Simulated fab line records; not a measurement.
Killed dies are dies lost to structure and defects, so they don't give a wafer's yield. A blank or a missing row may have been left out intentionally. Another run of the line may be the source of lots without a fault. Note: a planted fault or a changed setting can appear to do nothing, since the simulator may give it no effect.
Matching of chambers ; flow sky130 ; 4 sister chambers for SKY_POLY_CUT_ETCH_10 on rie diel-01
The step etches BARC in N2/H2, stops on SiO2, time 45.9 s, target depth 60 nm. 4 wafers are shown with their chamber, then 10 later ones without.

## EACH WAFER AND ITS CHAMBER
wafer;chamber;drypump motor current A (A)
L088.3;1;5.2
L090.2;0;5.7
L092.3;2;4.9
L092.4;3;5.7

## WAFERS WHOSE CHAMBER IS MISSING
wafer;drypump motor current A (A)
L092.5;5.7
L094.1;4.9
L094.5;5.8
L094.6;4.9
L095.1;5.7
L095.3;5.7
L095.4;5.2
L096.1;5.1
L096.2;5.7
L096.5;5.7

## THE CHAMBER EACH PASSED THROUGH
wafer;from the rows above;in truth
L092.5;can't be placed: 0 or 3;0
L094.1;2;2
L094.5;can't be placed: 0 or 3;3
L094.6;2;2
L095.1;can't be placed: 0 or 3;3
L095.3;can't be placed: 0 or 3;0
L095.4;1;1
L096.1;1;1
L096.2;can't be placed: 0 or 3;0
L096.5;can't be placed: 0 or 3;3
Placed correctly: 4 of 10. Unplaceable from these rows: 6, with the true chamber sitting among the candidates in 6. Placed wrongly: 0.
How it was worked out, from the rows above alone: a wafer's distance from a chamber is the root of the sum, over the readings, of the square of ((its reading less the chamber's mean) divided by the reading's scatter). The wafer belongs to the nearest chamber; if the next one is less than 2 further off, it can't be placed. The mean given for a chamber averages the wafers shown for that chamber. The scatter (one wafer shown for each chamber): square how far every hidden wafer sits from the nearest shown wafer, average those squares and take the square root.
